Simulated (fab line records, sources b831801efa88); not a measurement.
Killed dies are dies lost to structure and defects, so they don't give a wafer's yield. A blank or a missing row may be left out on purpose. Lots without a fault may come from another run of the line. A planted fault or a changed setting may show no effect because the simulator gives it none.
Chamber matching | flow gf180mcu | GF_CONTACT_CMP_27 on cmp-02: 4 sister chambers
The step polishes, stops on SiO2, t overpolish 15 s, target thk 0 nm. 15 wafers are shown with their chamber, then 7 later ones without.

WAFERS WITH THEIR CHAMBER
wafer  | chamber | motor_current_A (A) | time_to_endpoint_s (s) | head_pressure_psi (psi)
L916.1 | 2       | 12.6                | 78                     | 3.502
L916.5 | 1       | 9.7                 | 73                     | 3.498
L917.2 | 2       | 13.1                | 73                     | 3.493
L917.3 | 3       | 11.0                | 68                     | 3.499
L917.4 | 0       | 12.2                | 68                     | 3.500
L922.1 | 3       | 10.3                | 80                     | 3.483
L922.5 | 3       | 11.2                | 78                     | 3.498
L922.6 | 0       | 11.9                | 74                     | 3.496
L923.1 | 0       | 12.3                | 73                     | 3.498
L923.5 | 1       | 9.0                 | 69                     | 3.500
L923.6 | 0       | 12.1                | 74                     | 3.505
L932.2 | 0       | 12.7                | 72                     | 3.509
L932.3 | 3       | 10.9                | 77                     | 3.502
L932.6 | 2       | 13.2                | 75                     | 3.511
L933.1 | 3       | 11.1                | 75                     | 3.496

SIGNATURES (means of the wafers above)
reading            | chamber 0 | chamber 1 | chamber 2 | chamber 3 | scatter within a chamber
motor_current_A    | 12.240    | 9.350     | 12.967    | 10.900    | 0.344
time_to_endpoint_s | 72.20     | 71.00     | 75.33     | 75.60     | 3.45
head_pressure_psi  | 3.50160   | 3.49900   | 3.50200   | 3.49560   | 0.0067
Rule: a wafer's distance from a chamber is the root of the sum, over the readings, of the square of ((its reading less the chamber's mean) divided by the reading's scatter). The wafer belongs to the nearest chamber; if the next one is less than 2 further off, it can't be placed. The scatter: the root of (the sum of the squares of (reading less its chamber's mean) over the shown wafers, divided by (wafers less chambers)).

WAFERS WITHOUT THEIR CHAMBER
wafer  | motor_current_A (A) | time_to_endpoint_s (s) | head_pressure_psi (psi)
L933.5 | 12.2                | 71                     | 3.497
L933.6 | 10.9                | 76                     | 3.505
L935.1 | 8.9                 | 74                     | 3.498
L935.3 | 11.8                | 75                     | 3.502
L935.5 | 11.2                | 74                     | 3.508
L938.4 | 13.7                | 78                     | 3.511
L938.5 | 12.9                | 73                     | 3.499

WHICH CHAMBER EACH WENT THROUGH
wafer  | from the rows above          | in truth
L933.5 | can't be placed: 0 or 2      | 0
L933.6 | 3                            | 3
L935.1 | 1                            | 1
L935.3 | can't be placed: 0 or 3 or 2 | 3
L935.5 | can't be placed: 3 or 0      | 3
L938.4 | 2                            | 2
L938.5 | can't be placed: 2 or 0      | 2
Placed correctly: 3 of 7. Can't be placed from these rows: 4 (the true chamber is among the candidates in 4). Placed wrongly: 0.
